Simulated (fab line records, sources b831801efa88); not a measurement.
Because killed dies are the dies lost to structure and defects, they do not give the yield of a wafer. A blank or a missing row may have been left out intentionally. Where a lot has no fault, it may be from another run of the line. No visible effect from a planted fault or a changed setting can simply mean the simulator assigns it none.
Chamber matching    flow gf180mcu    GF_STI_ETCH_13 on rie-diel-01 has 4 sister chambers
The step etches the open film in CHF3/O2, stops on Si, target depth 282.31 nm, time 112.9 s. 16 wafers are shown with their chamber, then 8 later ones without.

## WAFERS WITH THEIR CHAMBER
wafer   chamber  drypump-motor-current-A (A)  throttle-valve-pct (%)  oes-product-au (a.u.)
L074.2  2        5.1                          8.816                   0.823
L074.3  0        5.8                          8.821                   0.828
L074.4  3        6.0                          8.814                   0.829
L077.1  0        5.8                          8.801                   0.832
L077.2  3        6.0                          8.819                   0.826
L077.3  1        5.5                          8.814                   0.828
L078.2  0        5.8                          8.801                   0.829
L078.4  3        6.0                          8.806                   0.830
L078.6  0        5.8                          8.805                   0.831
L079.1  1        5.4                          8.813                   0.837
L079.3  0        5.8                          8.810                   0.840
L079.6  3        6.0                          8.800                   0.827
L082.1  0        5.8                          8.817                   0.837
L082.3  2        5.1                          8.818                   0.839
L082.5  0        5.8                          8.812                   0.843
L087.1  0        5.8                          8.817                   0.827

SIGNATURES, as means of the wafers listed above
reading                  chamber 0  chamber 1  chamber 2  chamber 3  scatter within a chamber
drypump-motor-current-A  5.800      5.450      5.100      6.000      0.0204
throttle-valve-pct       8.81050    8.81350    8.81700    8.80975    0.00721
oes-product-au           0.83337    0.83250    0.83100    0.82800    0.00595
Rule: a wafer's distance from a chamber is the root of the sum, over the readings, of the square of ((its reading less the chamber's mean) divided by the reading's scatter). If the next closest chamber is less than 2 further off than the closest, the wafer can't be placed; otherwise it belongs to the closest. The scatter is the square root of a quotient: the sum, over the shown wafers, of each reading's squared deviation from its chamber's mean, divided by wafers minus chambers.

## WAFERS WITH NO CHAMBER GIVEN
wafer   drypump-motor-current-A (A)  throttle-valve-pct (%)  oes-product-au (a.u.)
L087.2  6.0                          8.794                   0.838
L087.4  5.2                          8.807                   0.827
L094.1  6.0                          8.795                   0.830
L094.2  5.5                          8.817                   0.835
L094.3  5.1                          8.805                   0.830
L096.2  5.1                          8.810                   0.834
L096.3  5.5                          8.814                   0.831
L096.4  5.5                          8.792                   0.827

## EACH ONE'S CHAMBER
wafer   from the rows above  in truth
L087.2  3                    3
L087.4  2                    2
L094.1  3                    3
L094.2  1                    1
L094.3  2                    2
L096.2  2                    2
L096.3  1                    1
L096.4  1                    1
Placed correctly: 8 of 8. Not placeable from these rows: 0. Number placed wrongly: 0.
